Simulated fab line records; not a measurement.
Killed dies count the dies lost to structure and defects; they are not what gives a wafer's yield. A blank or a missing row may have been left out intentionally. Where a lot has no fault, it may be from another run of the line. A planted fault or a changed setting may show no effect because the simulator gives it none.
Struck lot and sound lot, side by side -- flow sky130 -- 42 out of 708 route steps
Sound: these wafers, L412.2, L412.3, L412.6. Struck: wafer L417.5. (L417.1, L417.6 of the same lot were not struck and are left out.) The cause comes at the end.
For every step that has rows: the tool of each side, followed by ch and its chambers, followed by its first start. Under that, the readings that differ: sound wafers -- struck wafers -- difference of the means -- sigmas: that difference in standard deviations of wafers without a fault.
alike: words and numbers the same on both sides, and readings whose means are apart by under 2 such deviations; not compared: readings that were withheld, readings missing a value for some wafer, numbers with overlapping values and no deviation given by the record, and bounds like >300 which may hide the same value.
Wherever a step has rows on one side only, a row that says differs or no value, or a row with sigmas, the two part there. Numbers that have no deviation but don't overlap get no sigmas and don't part them. Lack of a reading on every wafer of one side parts them only where that side has two or more wafers.

SKY_NWELL_RS_MEAS_31: the measuring method here is four-point-probe.
  sound: film metro-01 at day 6 19:26; struck: film metro-04 at day 8 02:19
  alike: PWDE_RS
then, 7 steps without rows for these wafers: SKY_VT_ADJUST_HVTP_DEHYDRATE_00 (time 60 s); SKY_VT_ADJUST_HVTP_HMDS_01 (prime time 60 s); SKY_VT_ADJUST_HVTP_COAT_02 (resist thk 1140 nm); SKY_VT_ADJUST_HVTP_SOFTBAKE_03 (time 60 s); SKY_VT_ADJUST_HVTP_EXPOSE_04 (exposes mask HVTPM, target cd 380 nm); SKY_VT_ADJUST_HVTP_PEB_05; SKY_VT_ADJUST_HVTP_DEVELOP_06 (develop time 60 s).
SKY_VT_ADJUST_HVTP_CD_MEAS_07: target cd 380 nm.
  sound: cd sem-02 at day 7 15:00; struck: cd sem-02 at day 8 22:47
  alike: cd nm
SKY_VT_ADJUST_HVTP_OVL_MEAS_08:
  sound: overlay-02 at day 7 15:06; struck: overlay-02 at day 8 22:55
  alike: VT_ADJUST_HVTP_OVL
following that, these wafers have no rows for 1 step: SKY_VT_ADJUST_HVTP_IMPLANT_09.
SKY_VT_ADJUST_HVTP_STRIP_10: strips in O2/N2.
  sound on plasma asher-04 ch 0,1, day 7 15:17; struck on plasma asher-01 ch 0, day 8 23:06
reading,sound,struck,difference,sigmas
drypump motor current A (A),6.1 6.2 6.1,5.0,-1.1,-3
  alike: oes product au, strip time to endpoint s
  not compared: rf hours counter h
SKY_VT_ADJUST_HVTP_TW_MEAS_11:
  sound: film metro-04 at day 7 15:23; struck: film metro-04 at day 8 23:12
  alike: VT_ADJUST_HVTP_TW
then, 7 steps without rows for these wafers: SKY_VT_ADJUST_LVTN_DEHYDRATE_00 (time 60 s); SKY_VT_ADJUST_LVTN_HMDS_01 (prime time 60 s); SKY_VT_ADJUST_LVTN_COAT_02 (resist thk 3000 nm); SKY_VT_ADJUST_LVTN_SOFTBAKE_03; SKY_VT_ADJUST_LVTN_EXPOSE_04 (exposes mask NWM COMPLEMENT LESS NATIVE, target cd 840 nm); SKY_VT_ADJUST_LVTN_PEB_05; SKY_VT_ADJUST_LVTN_DEVELOP_06 (develop time 60 s).
SKY_VT_ADJUST_LVTN_OVL_MEAS_07:
  sound: overlay-02 at day 8 11:29; struck: overlay-01 at day 9 20:08
reading,sound,struck,difference,sigmas
VT_ADJUST_LVTN_OVL (nm),-1.4 -0.2 0.0,2.8,+3.3,+3
following that, these wafers have no rows for 1 step: SKY_VT_ADJUST_LVTN_IMPLANT_08.
SKY_VT_ADJUST_LVTN_STRIP_09: strips in O2/N2.
  sound on plasma asher-03 ch 0,1, day 8 11:40; struck on plasma asher-04 ch 1, day 9 20:19
  alike: drypump motor current A, oes product au, strip time to endpoint s
  not compared: rf hours counter h
SKY_VT_ADJUST_LVTN_TW_MEAS_10:
  sound: film metro-03 at day 8 11:46; struck: film metro-03 at day 9 20:25
  alike: VT_ADJUST_LVTN_TW
then, 7 steps without rows for these wafers: SKY_VT_ADJUST_LVTN_DEHYDRATE_11 (time 60 s); SKY_VT_ADJUST_LVTN_HMDS_12 (prime time 60 s); SKY_VT_ADJUST_LVTN_COAT_13 (resist thk 1140 nm); SKY_VT_ADJUST_LVTN_SOFTBAKE_14 (time 60 s); SKY_VT_ADJUST_LVTN_EXPOSE_15 (exposes mask HVN STD DERIVED, target cd 600 nm); SKY_VT_ADJUST_LVTN_PEB_16; SKY_VT_ADJUST_LVTN_DEVELOP_17 (develop time 60 s).
SKY_VT_ADJUST_LVTN_OVL_MEAS_18:
  sound: overlay-02 at day 9 08:44; struck: overlay-02 at day 10 17:44
  alike: VT_ADJUST_LVTN_01_OVL
following that, these wafers have no rows for 1 step: SKY_VT_ADJUST_LVTN_IMPLANT_19.
SKY_VT_ADJUST_LVTN_STRIP_20: strips in O2/N2.
  sound on plasma asher-02 ch 0,1, day 9 08:55; struck on plasma asher-03 ch 1, day 10 17:55
  alike: drypump motor current A, oes product au, strip time to endpoint s
  not compared: rf hours counter h
SKY_VT_ADJUST_LVTN_TW_MEAS_21:
  sound: film metro-01 at day 9 09:02; struck: film metro-01 at day 10 18:01
  alike: VT_ADJUST_LVTN_2_TW
then, 6 steps without rows for these wafers: SKY_VT_ADJUST_NCORE_DEHYDRATE_00 (time 60 s); SKY_VT_ADJUST_NCORE_HMDS_01 (prime time 60 s); SKY_VT_ADJUST_NCORE_COAT_02 (resist thk 1140 nm); SKY_VT_ADJUST_NCORE_SOFTBAKE_03 (time 60 s); SKY_VT_ADJUST_NCORE_EXPOSE_04 (exposes mask LVTN COMPLEMENT THIN, target cd 380 nm); SKY_VT_ADJUST_NCORE_PEB_05.
-- here the record skips 38 days between the struck wafers' starts before and after, leaving off in module VT_ADJUST_NCORE and picking up in module PAD_OPEN (first step shown: number 708 of the route) --
SKY_PAD_OPEN_PROBE_99:
  sound: prober-02 at day 47 07:29; struck: prober-02 at day 48 15:21
reading,sound,struck,difference,sigmas
killed at front end,21 10 11,40,+26,+6
killed dies,102 91 88,131,+37,+4
  alike: killed_at_M0_to_M3, killed_at_M4_up, killed at contacts, killed at other, killed open, killed short

== WHERE THEY PART ==
Last at SKY_PAD_OPEN_PROBE_99 as far as this record goes, first at SKY_VT_ADJUST_HVTP_STRIP_10.

WHY: the cause the simulator had injected
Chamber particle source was plasma asher-01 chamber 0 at SKY_VT_ADJUST_HVTP_STRIP_10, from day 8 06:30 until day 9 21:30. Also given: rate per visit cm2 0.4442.
